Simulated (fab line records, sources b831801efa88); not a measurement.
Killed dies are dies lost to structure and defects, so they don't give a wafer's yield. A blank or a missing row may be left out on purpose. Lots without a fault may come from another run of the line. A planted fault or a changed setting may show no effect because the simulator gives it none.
Split-lot experiment | flow sfq_line | 5 lots, 23 wafers read, on a route of 325 steps

THE SPLIT
At SFQ_TRILAYER_I1_CMP_CMP_046 (polishes SiO2), the setting leave_above_ref_nm was moved away from the recipe's 200 nm on 4 of the 23 wafers read, by -6.7% to -2.3%. The other wafers ran this setting at the recipe's value.

The file shows no step between the split and the reading.

THE READING
thk_nm, in nm, at SFQ_TRILAYER_I1_METRO_MEASURE_047. Fault-free wafers of this fab line usually give 199.7 nm, standard deviation 1.1 nm.

wafer  | tool, chamber at the split | leave_above_ref_nm as run, nm | against the recipe | thk_nm, nm | against lot-mates on the recipe
L076.1 | cmp-01, 0                  | 195.3                         | -2.3%              | 194.2      | -6.0
L076.2 | cmp-01, 3,2                | 200                           | recipe             | 200.1      | -
L076.3 | cmp-01, 2                  | 200                           | recipe             | 200.3      | -
L076.4 | cmp-01, 1                  | 195.3                         | -2.3%              | 196.1      | -4.1
L076.5 | cmp-01, 3,2                | 200                           | recipe             | 200.2      | -
L077.1 | cmp-02, 0                  | 200                           | recipe             | 199.5      | -
L077.3 | cmp-02, 3                  | 200                           | recipe             | 201.3      | -
L077.4 | cmp-02, 1                  | 200                           | recipe             | 200.5      | -
L077.5 | cmp-02, 2                  | 200                           | recipe             | 197.4      | -
L077.6 | cmp-02, 1                  | 200                           | recipe             | 200.7      | -
L078.1 | cmp-01, 2,3                | 200                           | recipe             | 199.6      | -
L078.3 | cmp-01, 0                  | 200                           | recipe             | 197.7      | -
L078.4 | cmp-01, 2,3                | 200                           | recipe             | 199.6      | -
L078.5 | cmp-01, 0                  | 200                           | recipe             | 199.5      | -
L078.6 | cmp-01, 1                  | 200                           | recipe             | 200.4      | -
L080.1 | cmp-02, 0                  | 200                           | recipe             | 200.9      | -
L080.3 | cmp-02, 3                  | 200                           | recipe             | 200.8      | -
L080.4 | cmp-02, 1                  | 186.7                         | -6.7%              | 188.0      | -12.7
L080.5 | cmp-02, 1                  | 200                           | recipe             | 200.5      | -
L080.6 | cmp-02, 0                  | 186.7                         | -6.7%              | 185.0      | -15.7
L082.3 | cmp-02, 1                  | 200                           | recipe             | 201.1      | -
L082.4 | cmp-02, 2                  | 200                           | recipe             | 198.6      | -
L082.6 | cmp-02, 0                  | 200                           | recipe             | 200.3      | -
Where a row lists several chambers, the file gives one row for several wafers and doesn't say which wafer went through which chamber.

THE FIT
A straight line over all 23 wafers: thk_nm changes by +2.02 nm for each +1% of leave_above_ref_nm; r = +0.96; the points scatter about the line by 1.1 nm.
The same after taking each lot's own level away (the mean of its wafers on the recipe; 23 wafers): +2.14 nm for each +1%; r = +0.97; scatter 1 nm.
On that fit, the largest move of leave_above_ref_nm shifts the reading by 14 nm.
The lots' own levels span 199.36 to 200.73 nm, that is 1.2 times the standard deviation above.
So the lot-to-lot level changes the slope little: the two slopes agree.
Check: with one of the wafers moved furthest among these (-6.7%) left out of the fit, the line predicts -15.5 nm for it against its lot-mates. It came out at -12.7 nm against them.

OTHER SPLITS ON THESE WAFERS
These wafers also went through other splits before the reading. Each is held against what the fit with the lots' levels taken away leaves over:
other split on the same wafers                    | wafers away from the commonest value | r with thk_nm (lot level and that fit taken away)
SFQ_TRILAYER_L0_DEP_SPUTTER_003 time_s            | 6                                    | -0.15
SFQ_TRILAYER_L0_VIA_BARC_OPEN_VIA_ETCH_021 time_s | 9                                    | -0.04
SFQ_TRILAYER_M0_LITHO_EXPOSE_022 dose_mj          | 8                                    | -0.04
SFQ_TRILAYER_I0_VIA_LITHO_COAT_036 spin_rpm       | 8                                    | +0.05
SFQ_TRILAYER_M1_LITHO_COAT_039 spin_rpm           | 9                                    | -0.32

THE WHOLE CHAIN: every reading that the file lists as answering this split, in the file's order
step                                  | what it does                                          | reading                                                                                   | change (the file's fit)              | r (the file's)
SFQ_TRILAYER_I1_CMP_CMP_046           | polishes SiO2                                         | SiO2_of_TRILAYER_I1_DEP_PECVD_045.thk_nm (the simulator's own value, which no gauge read) | +2.1 nm for each +1% of the setting  | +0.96
SFQ_TRILAYER_I1_METRO_MEASURE_047     |                                                       | thk_nm                                                                                    | +2.14 nm for each +1% of the setting | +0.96
SFQ_TRILAYER_I1_VIA_ETCH_VIA_ETCH_052 | etches SiO2 in CHF3, stops on Nb, target depth 260 nm | I1.feature_depth_nm (the simulator's own value, which no gauge read)                      | +2.11 nm for each +1% of the setting | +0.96

THE FILE'S OWN FIT
thk_nm changes by +2.14 nm for each +1% of leave_above_ref_nm, r = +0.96.
